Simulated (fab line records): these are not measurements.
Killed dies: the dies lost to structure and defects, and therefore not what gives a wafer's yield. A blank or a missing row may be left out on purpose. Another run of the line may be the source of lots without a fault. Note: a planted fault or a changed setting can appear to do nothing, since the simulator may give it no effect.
Which tool was responsible? -- flow sky130 -- Sampling: 13 lots, 39 wafers, 4 of 708 route steps

== WHAT THE GAUGES SHOWED, per wafer ==
SKY_VIA1_OVL_MEAS_13. Usual: VIA1_OVL gives 0 nm (standard deviation 4.7).
lot,measured,on,VIA1_OVL (nm),flag
L704,day 35 00:05,overlay-01,-5 -3 -7,
L707,day 35 03:21,overlay-01,1 0 -4,
L706,day 35 04:12,overlay-02,-9 -6 -6,
L709,day 37 01:17,overlay-02,-6 -5 -8,
L710,day 37 01:38,overlay-01,7 6 1,
L715,day 37 13:56,overlay-02,3 3 10,
L719,day 38 15:35,overlay-01,4 3 2,
L722,day 39 13:26,overlay-02,9 1 6,
L723,day 40 05:14,overlay-02,4 -3 -3,
L724,day 40 06:33,overlay-02,-8 -3 -5,
L725,day 40 17:08,overlay-01,-9 -6 -7,
L726,day 40 21:08,overlay-02,5 3 3,
L727,day 41 02:41,overlay-01,1 3 5,

SKY_VIA1_RS_MEAS_22: measures by four-point-probe. Usual: VIA1_W_RS gives 0.430 ohm/sq (standard deviation 0.005).
lot,measured,on,VIA1_W_RS (ohm/sq),flag
L704,day 35 00:59,film metro-04,0.425 0.435 0.429,
L707,day 35 04:16,film metro-02,0.421 0.422 0.429,
L706,day 35 05:07,film metro-04,0.424 0.424 0.428,
L709,day 37 02:12,film metro-04,0.423 0.432 0.423,
L710,day 37 02:31,film metro-02,0.425 0.423 0.427,
L715,day 37 14:54,film metro-03,0.424 0.432 0.422,
L719,day 38 16:28,film metro-04,0.431 0.431 0.433,
L722,day 39 14:19,film metro-04,0.436 0.431 0.437,
L723,day 40 06:08,film metro-03,0.428 0.429 0.428,
L724,day 40 07:28,film metro-03,0.436 0.441 0.442,
L725,day 40 18:00,film metro-02,0.426 0.428 0.430,
L726,day 40 22:00,film metro-04,0.431 0.430 0.430,
L727,day 41 03:35,film metro-02,0.427 0.425 0.429,

== WHICH TOOL RAN EACH LOT (tool, then ch and the chambers of the sampled wafers, then the start) ==
lot,SKY_RES_XHIGH_EXPOSE_04,SKY_VIA1_STRIP_16
L704,"iline stepper-02 ch 0, day 27 05:03","plasma asher-04 ch 0,1, day 35 00:14"
L707,"iline stepper-02 ch 0, day 27 06:34","plasma asher-04 ch 0,1, day 35 03:29"
L706,"iline stepper-02 ch 0, day 27 08:22","plasma asher-04 ch 0,1, day 35 04:20"
L709,"iline stepper-01 ch 0, day 29 09:02","plasma asher-04 ch 0,1, day 37 01:25"
L710,"iline stepper-02 ch 0, day 29 10:05","plasma asher-02 ch 0,1, day 37 01:46"
L715,"iline stepper-01 ch 0, day 29 23:44","plasma asher-04 ch 0,1, day 37 14:04"
L719,"iline stepper-01 ch 0, day 31 04:32","plasma asher-04 ch 0,1, day 38 15:43"
L722,"iline stepper-01 ch 0, day 32 04:23","plasma asher-04 ch 0,1, day 39 13:34"
L723,"iline stepper-01 ch 0, day 32 20:25","plasma asher-02 ch 0,1, day 40 05:22"
L724,"iline stepper-01 ch 0, day 32 21:41","plasma asher-02 ch 0,1, day 40 06:41"
L725,"iline stepper-02 ch 0, day 33 09:23","plasma asher-01 ch 0,1, day 40 17:15"
L726,"iline stepper-02 ch 0, day 33 14:31","plasma asher-04 ch 1, day 40 21:15"
L727,"iline stepper-01 ch 0, day 33 21:07","plasma asher-02 ch 0, day 41 02:49"
- SKY_RES_XHIGH_EXPOSE_04: exposes mask URPM, target cd 1270 nm.
- SKY_VIA1_STRIP_16: strips in O2/N2.

== AS READ BY THE TOOLS THEMSELVES (means over the sampled wafers that have a number; for cases with no such wafer, the mark the record gives instead) ==
SKY_VIA1_STRIP_16. Usual: drypump motor current A 5.87 A, standard deviation 0.28; oes product au 0.414 a.u., standard deviation 0.005; strip time to endpoint s 4.45 s, standard deviation 0.03.
lot,tool,drypump motor current A (A),oes product au (a.u.),strip time to endpoint s (s),flag
L704,plasma asher-04,6.00,0.412,4.41,
L707,plasma asher-04,5.80,0.417,4.47,
L706,plasma asher-04,5.78,0.416,4.46,
L709,plasma asher-04,5.98,0.417,4.47,
L710,plasma asher-02,5.68,0.416,4.47,
L715,plasma asher-04,6.00,0.413,4.47,
L719,plasma asher-04,5.79,0.415,4.46,
L722,plasma asher-04,5.78,0.412,4.48,
L723,plasma asher-02,5.75,0.415,4.44,
L724,plasma asher-02,5.67,0.418,4.47,
L725,plasma asher-01,6.19,0.413,4.46,
L726,plasma asher-04,6.18,0.421,4.47,
L727,plasma asher-02,5.62,0.414,4.47,

== THE ANSWER, worked out from the rows above alone ==
Rule: a lot is off if the mean of its wafers that have a number lies more than 3 standard deviations from the usual mean. Also off: a lot with no number at a reading for which 4 or more lots have one. Any other lot the step has rows for is counted as sound. The gauges are gone through in route order, then the tools' own readings, and for those a lot's mean is taken as printed above. The first step at which some lot is off is used, and at that step the reading that is off furthest; a lot without a number counts as furthest.
No lot is off at any reading shown: from this, nothing can be told.

== WHAT WAS PUT IN BY THE SIMULATOR ==
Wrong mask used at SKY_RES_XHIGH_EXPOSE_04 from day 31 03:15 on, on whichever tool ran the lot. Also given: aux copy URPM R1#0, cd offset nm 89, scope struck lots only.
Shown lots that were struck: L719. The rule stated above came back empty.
